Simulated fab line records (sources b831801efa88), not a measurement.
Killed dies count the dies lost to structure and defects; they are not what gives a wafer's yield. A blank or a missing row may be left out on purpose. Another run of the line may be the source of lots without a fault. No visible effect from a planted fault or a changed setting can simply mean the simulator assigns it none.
Tool commonality check || flow gf180mcu || 12 lots, 36 wafers sampled

## THE REASON FOR OPENING IT
GF_VT_IMPLANT_TW_MEAS_21, reading VT_IMPLANT_2_TW: flagged on 2 of 12 lots. Fault-free wafers read 1225, with a standard deviation of 16.
Rule: flag the lot when none of its wafers has a number, or when each of its wafers that has one lies beyond 4 standard deviations from that mean. The other lots count as sound.

{"lot": "L385", "measured": "day 6 06:11", "on": "film metro-03", "VT_IMPLANT_2_TW, wafer by wafer": "1248 1245 1245", "flag": ""}
{"lot": "L389", "measured": "day 7 09:14", "on": "film metro-04", "VT_IMPLANT_2_TW, wafer by wafer": "1201 1208 1211", "flag": ""}
{"lot": "L391", "measured": "day 7 18:16", "on": "film metro-01", "VT_IMPLANT_2_TW, wafer by wafer": "1225 1229 1229", "flag": ""}
{"lot": "L393", "measured": "day 8 11:08", "on": "film metro-04", "VT_IMPLANT_2_TW, wafer by wafer": "1207 1216 1206", "flag": ""}
{"lot": "L396", "measured": "day 9 04:52", "on": "film metro-01", "VT_IMPLANT_2_TW, wafer by wafer": "1225 1224 1230", "flag": ""}
{"lot": "L397", "measured": "day 9 09:38", "on": "film metro-01", "VT_IMPLANT_2_TW, wafer by wafer": "1223 1234 1221", "flag": ""}
{"lot": "L401", "measured": "day 10 11:31", "on": "film metro-03", "VT_IMPLANT_2_TW, wafer by wafer": "1247 1243 1246", "flag": ""}
{"lot": "L402", "measured": "day 10 23:01", "on": "film metro-03", "VT_IMPLANT_2_TW, wafer by wafer": "1534 1531 1531", "flag": "FLAGGED"}
{"lot": "L403", "measured": "day 10 23:13", "on": "film metro-03", "VT_IMPLANT_2_TW, wafer by wafer": "1247 1241 1242", "flag": ""}
{"lot": "L404", "measured": "day 11 05:01", "on": "film metro-03", "VT_IMPLANT_2_TW, wafer by wafer": "1524 1530 1521", "flag": "FLAGGED"}
{"lot": "L408", "measured": "day 12 07:07", "on": "film metro-04", "VT_IMPLANT_2_TW, wafer by wafer": "1207 1210 1202", "flag": ""}
{"lot": "L407", "measured": "day 12 07:43", "on": "film metro-04", "VT_IMPLANT_2_TW, wafer by wafer": "1206 1205 1198", "flag": ""}
Average over the flagged lots: 1528; offset from the usual +304, equal to +19 standard deviations.

## TOOL THAT RAN EACH LOT
The record holds 2 process steps before the reading, out of a route of 602 steps. Each cell gives the tool, then ch followed by the chambers the sampled wafers passed through, then the start.
{"lot": "L385", "flag": "", "GF_LVPWELL_STRIP_10": "plasma asher-01 ch 0,1, day 3 21:36", "GF_VT_IMPLANT_IMPLANT_19": "implanter-04 ch 0, day 6 05:58"}
{"lot": "L389", "flag": "", "GF_LVPWELL_STRIP_10": "plasma asher-03 ch 0,1, day 4 21:16", "GF_VT_IMPLANT_IMPLANT_19": "implanter-01 ch 0, day 7 09:01"}
{"lot": "L391", "flag": "", "GF_LVPWELL_STRIP_10": "plasma asher-03 ch 0,1, day 5 07:05", "GF_VT_IMPLANT_IMPLANT_19": "implanter-01 ch 0, day 7 18:02"}
{"lot": "L393", "flag": "", "GF_LVPWELL_STRIP_10": "plasma asher-04 ch 0,1, day 5 20:40", "GF_VT_IMPLANT_IMPLANT_19": "implanter-03 ch 0, day 8 10:55"}
{"lot": "L396", "flag": "", "GF_LVPWELL_STRIP_10": "plasma asher-01 ch 0,1, day 6 11:55", "GF_VT_IMPLANT_IMPLANT_19": "implanter-01 ch 0, day 9 04:37"}
{"lot": "L397", "flag": "", "GF_LVPWELL_STRIP_10": "plasma asher-03 ch 0,1, day 6 15:43", "GF_VT_IMPLANT_IMPLANT_19": "implanter-03 ch 0, day 9 09:26"}
{"lot": "L401", "flag": "", "GF_LVPWELL_STRIP_10": "plasma asher-04 ch 0,1, day 7 15:22", "GF_VT_IMPLANT_IMPLANT_19": "implanter-03 ch 0, day 10 11:16"}
{"lot": "L402", "flag": "FLAGGED", "GF_LVPWELL_STRIP_10": "plasma asher-04 ch 0,1, day 8 00:35", "GF_VT_IMPLANT_IMPLANT_19": "implanter-03 ch 0, day 10 22:46"}
{"lot": "L403", "flag": "", "GF_LVPWELL_STRIP_10": "plasma asher-01 ch 0,1, day 8 02:01", "GF_VT_IMPLANT_IMPLANT_19": "implanter-04 ch 0, day 10 22:59"}
{"lot": "L404", "flag": "FLAGGED", "GF_LVPWELL_STRIP_10": "plasma asher-03 ch 1, day 8 06:05", "GF_VT_IMPLANT_IMPLANT_19": "implanter-03 ch 0, day 11 04:47"}
{"lot": "L408", "flag": "", "GF_LVPWELL_STRIP_10": "plasma asher-01 ch 0,1, day 9 06:11", "GF_VT_IMPLANT_IMPLANT_19": "implanter-04 ch 0, day 12 06:52"}
{"lot": "L407", "flag": "", "GF_LVPWELL_STRIP_10": "plasma asher-04 ch 0,1, day 9 06:16", "GF_VT_IMPLANT_IMPLANT_19": "implanter-04 ch 0, day 12 07:28"}
What these steps do:
- GF_LVPWELL_STRIP_10: strips in O2/N2.
- GF_VT_IMPLANT_IMPLANT_19
- GF_VT_IMPLANT_TW_MEAS_21

## FLAGGED AGAINST TOTAL, ONE TOOL AT A TIME (gauges that did the reading follow at the end)
{"step": "GF_LVPWELL_STRIP_10", "tool": "plasma asher-01", "lots run": 4, "flagged": 0, "share of the flagged lots": "none", "sound lots run after its first flagged lot": "-"}
{"step": "GF_LVPWELL_STRIP_10", "tool": "plasma asher-03", "lots run": 4, "flagged": 1, "share of the flagged lots": "some", "sound lots run after its first flagged lot": 0}
{"step": "GF_LVPWELL_STRIP_10", "tool": "plasma asher-04", "lots run": 4, "flagged": 1, "share of the flagged lots": "some", "sound lots run after its first flagged lot": "1 (L407)"}
{"step": "GF_VT_IMPLANT_IMPLANT_19", "tool": "implanter-01", "lots run": 3, "flagged": 0, "share of the flagged lots": "none", "sound lots run after its first flagged lot": "-"}
{"step": "GF_VT_IMPLANT_IMPLANT_19", "tool": "implanter-03", "lots run": 5, "flagged": 2, "share of the flagged lots": "all", "sound lots run after its first flagged lot": 0}
{"step": "GF_VT_IMPLANT_IMPLANT_19", "tool": "implanter-04", "lots run": 4, "flagged": 0, "share of the flagged lots": "none", "sound lots run after its first flagged lot": "-"}
{"step": "GF_VT_IMPLANT_TW_MEAS_21", "tool": "film metro-01", "lots run": 3, "flagged": 0, "share of the flagged lots": "none", "sound lots run after its first flagged lot": "-"}
{"step": "GF_VT_IMPLANT_TW_MEAS_21", "tool": "film metro-03", "lots run": 5, "flagged": 2, "share of the flagged lots": "all", "sound lots run after its first flagged lot": "1 (L403)"}
{"step": "GF_VT_IMPLANT_TW_MEAS_21", "tool": "film metro-04", "lots run": 4, "flagged": 0, "share of the flagged lots": "none", "sound lots run after its first flagged lot": "-"}

## WHAT THE TABLE PERMITS
implanter-03 at GF_VT_IMPLANT_IMPLANT_19 and film metro-03 at GF_VT_IMPLANT_TW_MEAS_21 are the 2 rows of the table that ran each flagged lot.
- implanter-03 at GF_VT_IMPLANT_IMPLANT_19 ran 5 lots, 2 of them flagged. A fault beginning between L401 (day 10 11:16), its last sound lot, and L402 (day 10 22:46), its first flagged one, fits the data. Its own readings (dose ions cm2, faraday current uA) fall more than 4 standard deviations out on all wafers of the flagged lots.
- film metro-03 at GF_VT_IMPLANT_TW_MEAS_21 ran 5 lots, 2 of them flagged. After the first flagged lot (L403), sound lots still ran on it; a lasting fault on the whole tool would not permit that.
Just one tool remains: implanter-03 at GF_VT_IMPLANT_IMPLANT_19.

## WHAT THE SIMULATOR HAD PUT IN
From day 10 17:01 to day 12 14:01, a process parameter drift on implanter-03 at GF_VT_IMPLANT_IMPLANT_19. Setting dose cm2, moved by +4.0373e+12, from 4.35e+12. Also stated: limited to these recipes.
Struck lots among those shown: L402, L404. Same finding as the rule above.
